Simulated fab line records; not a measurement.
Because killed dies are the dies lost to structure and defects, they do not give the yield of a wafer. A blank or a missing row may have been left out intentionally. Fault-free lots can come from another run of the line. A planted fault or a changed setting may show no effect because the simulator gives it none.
Chamber matching || flow gf180mcu || GF_V3_CMP_04 on cmp-01 has 4 sister chambers
The step polishes SiO2. 4 wafers are shown with their chamber, then 7 later ones without.

== WAFERS, EACH WITH ITS CHAMBER ==
{"wafer": "L920.2", "chamber": 3, "motor-current-A (A)": 11.2}
{"wafer": "L920.6", "chamber": 1, "motor-current-A (A)": 14.0}
{"wafer": "L925.1", "chamber": 0, "motor-current-A (A)": 11.5}
{"wafer": "L925.4", "chamber": 2, "motor-current-A (A)": 12.3}

== WAFERS WHOSE CHAMBER IS MISSING ==
{"wafer": "L925.5", "motor-current-A (A)": 12.4}
{"wafer": "L933.1", "motor-current-A (A)": 11.4}
{"wafer": "L933.2", "motor-current-A (A)": 12.7}
{"wafer": "L933.5", "motor-current-A (A)": 12.5}
{"wafer": "L935.2", "motor-current-A (A)": 14.2}
{"wafer": "L935.3", "motor-current-A (A)": 11.5}
{"wafer": "L935.5", "motor-current-A (A)": 12.9}

== WHICH CHAMBER EACH WENT THROUGH ==
{"wafer": "L925.5", "from the rows above": 2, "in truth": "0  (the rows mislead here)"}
{"wafer": "L933.1", "from the rows above": "can't be placed: 0 or 3", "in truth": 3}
{"wafer": "L933.2", "from the rows above": 2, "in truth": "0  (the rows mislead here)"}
{"wafer": "L933.5", "from the rows above": 2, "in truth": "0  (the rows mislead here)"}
{"wafer": "L935.2", "from the rows above": 1, "in truth": 1}
{"wafer": "L935.3", "from the rows above": "can't be placed: 0 or 3", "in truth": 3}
{"wafer": "L935.5", "from the rows above": "can't be placed: 2 or 1", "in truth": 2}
1 of 7 placed correctly. From these rows, 3 cannot be placed; in 3 the true chamber is one of the candidates. Number placed wrongly: 3.
How it was worked out, from the rows above alone: a wafer's distance from a chamber is the root of the sum, over the readings, of the square of ((its reading less the chamber's mean) divided by the reading's scatter). The wafer belongs to the nearest chamber; if the next one is less than 2 further off, it can't be placed. A chamber's mean is the mean of its shown wafers. The scatter (one wafer shown for each chamber): square how far every hidden wafer sits from the nearest shown wafer, average those squares and take the square root.
